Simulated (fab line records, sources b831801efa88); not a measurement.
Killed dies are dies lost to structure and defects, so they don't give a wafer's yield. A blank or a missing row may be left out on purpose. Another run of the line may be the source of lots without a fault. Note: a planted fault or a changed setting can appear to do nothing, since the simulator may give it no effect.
Split-lot experiment :: flow sky130 :: 5 lots, 23 wafers read, on a route of 708 steps

## ON THE SPLIT
At SKY_SONOS_TUNNEL_SOFTBAKE_03 (time 60 s), the setting tempC was moved away from the recipe's 90 C on 9 of the 23 wafers read, by +1.3% to +3.9%. This setting was run at the recipe's value on the other wafers.

The reading is taken at the split's own step.

## THE READING
NOVOLAK_of_SONOS_TUNNEL_COAT_02.thkNm (the simulator's own value, which no gauge read), in nm, at SKY_SONOS_TUNNEL_SOFTBAKE_03 (time 60 s). The file does not state a usual value for it. The 14 wafers here that ran the recipe average 1138 nm, standard deviation 2.3 nm.

wafer: L079.1
tool, chamber at the split: lithoTrack-03, 0
tempC as run, C: 90
against the recipe: recipe
NOVOLAK_of_SONOS_TUNNEL_COAT_02.thkNm, nm: 1137
against lot-mates on the recipe: -

wafer: L079.2
tool, chamber at the split: lithoTrack-03, 0
tempC as run, C: 92.83
against the recipe: +3.1%
NOVOLAK_of_SONOS_TUNNEL_COAT_02.thkNm, nm: 1132
against lot-mates on the recipe: -4

wafer: L079.3
tool, chamber at the split: lithoTrack-03, 0
tempC as run, C: 90
against the recipe: recipe
NOVOLAK_of_SONOS_TUNNEL_COAT_02.thkNm, nm: 1135
against lot-mates on the recipe: -

wafer: L079.4
tool, chamber at the split: lithoTrack-03, 0
tempC as run, C: 92.83
against the recipe: +3.1%
NOVOLAK_of_SONOS_TUNNEL_COAT_02.thkNm, nm: 1130
against lot-mates on the recipe: -6

wafer: L079.6
tool, chamber at the split: lithoTrack-03, 0
tempC as run, C: 92.83
against the recipe: +3.1%
NOVOLAK_of_SONOS_TUNNEL_COAT_02.thkNm, nm: 1130
against lot-mates on the recipe: -6

wafer: L080.1
tool, chamber at the split: lithoTrack-04, 0
tempC as run, C: 91.16
against the recipe: +1.3%
NOVOLAK_of_SONOS_TUNNEL_COAT_02.thkNm, nm: 1137
against lot-mates on the recipe: -2

wafer: L080.5
tool, chamber at the split: lithoTrack-04, 0
tempC as run, C: 91.16
against the recipe: +1.3%
NOVOLAK_of_SONOS_TUNNEL_COAT_02.thkNm, nm: 1137
against lot-mates on the recipe: -2

wafer: L080.6
tool, chamber at the split: lithoTrack-04, 0
tempC as run, C: 91.16
against the recipe: +1.3%
NOVOLAK_of_SONOS_TUNNEL_COAT_02.thkNm, nm: 1137
against lot-mates on the recipe: -2

wafer: L080.2
tool, chamber at the split: lithoTrack-04, 0
tempC as run, C: 90
against the recipe: recipe
NOVOLAK_of_SONOS_TUNNEL_COAT_02.thkNm, nm: 1141
against lot-mates on the recipe: -

wafer: L080.4
tool, chamber at the split: lithoTrack-04, 0
tempC as run, C: 90
against the recipe: recipe
NOVOLAK_of_SONOS_TUNNEL_COAT_02.thkNm, nm: 1137
against lot-mates on the recipe: -

wafer: L081.1
tool, chamber at the split: lithoTrack-03, 0
tempC as run, C: 90
against the recipe: recipe
NOVOLAK_of_SONOS_TUNNEL_COAT_02.thkNm, nm: 1136
against lot-mates on the recipe: -

wafer: L081.3
tool, chamber at the split: lithoTrack-03, 0
tempC as run, C: 90
against the recipe: recipe
NOVOLAK_of_SONOS_TUNNEL_COAT_02.thkNm, nm: 1136
against lot-mates on the recipe: -

wafer: L081.2
tool, chamber at the split: lithoTrack-03, 0
tempC as run, C: 90
against the recipe: recipe
NOVOLAK_of_SONOS_TUNNEL_COAT_02.thkNm, nm: 1135
against lot-mates on the recipe: -

wafer: L084.2
tool, chamber at the split: lithoTrack-01, 0
tempC as run, C: 90
against the recipe: recipe
NOVOLAK_of_SONOS_TUNNEL_COAT_02.thkNm, nm: 1141
against lot-mates on the recipe: -

wafer: L084.4
tool, chamber at the split: lithoTrack-01, 0
tempC as run, C: 90
against the recipe: recipe
NOVOLAK_of_SONOS_TUNNEL_COAT_02.thkNm, nm: 1141
against lot-mates on the recipe: -

wafer: L084.5
tool, chamber at the split: lithoTrack-01, 0
tempC as run, C: 90
against the recipe: recipe
NOVOLAK_of_SONOS_TUNNEL_COAT_02.thkNm, nm: 1141
against lot-mates on the recipe: -

wafer: L084.6
tool, chamber at the split: lithoTrack-01, 0
tempC as run, C: 90
against the recipe: recipe
NOVOLAK_of_SONOS_TUNNEL_COAT_02.thkNm, nm: 1141
against lot-mates on the recipe: -

wafer: L084.3
tool, chamber at the split: lithoTrack-01, 0
tempC as run, C: 90
against the recipe: recipe
NOVOLAK_of_SONOS_TUNNEL_COAT_02.thkNm, nm: 1139
against lot-mates on the recipe: -

wafer: L085.1
tool, chamber at the split: lithoTrack-04, 0
tempC as run, C: 93.54
against the recipe: +3.9%
NOVOLAK_of_SONOS_TUNNEL_COAT_02.thkNm, nm: 1127
against lot-mates on the recipe: -12

wafer: L085.2
tool, chamber at the split: lithoTrack-04, 0
tempC as run, C: 90
against the recipe: recipe
NOVOLAK_of_SONOS_TUNNEL_COAT_02.thkNm, nm: 1140
against lot-mates on the recipe: -

wafer: L085.3
tool, chamber at the split: lithoTrack-04, 0
tempC as run, C: 90
against the recipe: recipe
NOVOLAK_of_SONOS_TUNNEL_COAT_02.thkNm, nm: 1137
against lot-mates on the recipe: -

wafer: L085.5
tool, chamber at the split: lithoTrack-04, 0
tempC as run, C: 93.54
against the recipe: +3.9%
NOVOLAK_of_SONOS_TUNNEL_COAT_02.thkNm, nm: 1132
against lot-mates on the recipe: -6

wafer: L085.6
tool, chamber at the split: lithoTrack-04, 0
tempC as run, C: 93.54
against the recipe: +3.9%
NOVOLAK_of_SONOS_TUNNEL_COAT_02.thkNm, nm: 1126
against lot-mates on the recipe: -12

THE FIT
A straight line over all 23 wafers: NOVOLAK_of_SONOS_TUNNEL_COAT_02.thkNm changes by -2.49 nm for each +1% of tempC; r = -0.87; the points scatter about the line by 2.3 nm.
The same after taking each lot's own level away (the mean of its wafers on the recipe; 23 wafers): -2.25 nm for each +1%; r = -0.91; scatter 1.7 nm.
On that fit, the largest move of tempC shifts the reading by 8.8 nm.
The lots' own levels span 1135.7 to 1140.6 nm, that is 2.1 times the standard deviation above.
In other words, the slope is changed by the lot-to-lot level; the two fits disagree.
Check: with one of the wafers moved furthest among these (+3.9%) left out of the fit, the line predicts -8 nm for it against its lot-mates. It came out at -11.5 nm against them.

## OTHER SPLITS ON THESE WAFERS
Before the reading, these wafers also passed through other splits. Each is held against what the fit with the lots' levels taken away leaves over:
other split on the same wafers: SKY_VT_ADJUST_HVTR_EXPOSE_04 doseMj
wafers away from the commonest value: 9
r with NOVOLAK_of_SONOS_TUNNEL_COAT_02.thkNm (lot level and that fit taken away): +0.52

## FILE'S OWN FIT
NOVOLAK_of_SONOS_TUNNEL_COAT_02.thkNm changes by -2.18 nm for each +1% of tempC, r = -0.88.
